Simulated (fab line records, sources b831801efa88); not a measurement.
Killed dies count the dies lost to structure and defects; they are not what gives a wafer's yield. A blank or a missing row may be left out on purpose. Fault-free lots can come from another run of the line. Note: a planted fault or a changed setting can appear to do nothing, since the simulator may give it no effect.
Which tool did it? || flow sky130 || 33 wafers sampled from 11 lots at 1 step of a route of 708

== WHAT EACH GAUGE READ, for each wafer ==
SKY_VIA2_THK_MEAS_23: measures by xrf.
{"lot": "L890", "measured": "day 36 11:43", "on": "film_metro-01", "VIA2_W_THK (nm)": "411 412 420"}
{"lot": "L891", "measured": "day 36 13:44", "on": "film_metro-01", "VIA2_W_THK (nm)": "415 414 419"}
{"lot": "L893", "measured": "day 37 12:22", "on": "film_metro-01", "VIA2_W_THK (nm)": "405 413 407"}
{"lot": "L894", "measured": "day 37 21:19", "on": "film_metro-01", "VIA2_W_THK (nm)": "401 404 403"}
{"lot": "L895", "measured": "day 38 18:53", "on": "film_metro-01", "VIA2_W_THK (nm)": "410 402 396"}
{"lot": "L901", "measured": "day 40 04:52", "on": "film_metro-02", "VIA2_W_THK (nm)": "420 424 425"}
{"lot": "L902", "measured": "day 40 22:29", "on": "film_metro-04", "VIA2_W_THK (nm)": "424 426 424"}
{"lot": "L904", "measured": "day 41 02:50", "on": "film_metro-02", "VIA2_W_THK (nm)": "427 434 430"}
{"lot": "L905", "measured": "day 41 21:06", "on": "film_metro-04", "VIA2_W_THK (nm)": "438 430 431"}
{"lot": "L907", "measured": "day 41 22:25", "on": "film_metro-04", "VIA2_W_THK (nm)": "437 426 430"}
{"lot": "L912", "measured": "day 42 22:26", "on": "film_metro-04", "VIA2_W_THK (nm)": "432 433 436"}

== EACH LOT AND THE TOOL THAT RAN IT (in order: tool; ch and the chambers of the sampled wafers; start) ==
There is no process step in the record ahead of these readings.

== THE ANSWER, worked out from the rows above alone ==
Rule: what is usual is taken from the lots themselves. Put in order of their means at a reading, lots are off if they are a third of the lots or fewer, leave a main group of 4 or more, and stand apart from it by a gap of 3 or more times the standard deviation of the main group's means; of several such gaps the widest counts. Not used: any main group whose means are identical at the precision the tables above print for the reading. A lot without any number at a reading at which 4 lots or more have one is off too. Any other lot the step has rows for is counted as sound.
None of the lots is off at any reading shown; this tells nothing.

== WHAT THE SIMULATOR PUT IN ==
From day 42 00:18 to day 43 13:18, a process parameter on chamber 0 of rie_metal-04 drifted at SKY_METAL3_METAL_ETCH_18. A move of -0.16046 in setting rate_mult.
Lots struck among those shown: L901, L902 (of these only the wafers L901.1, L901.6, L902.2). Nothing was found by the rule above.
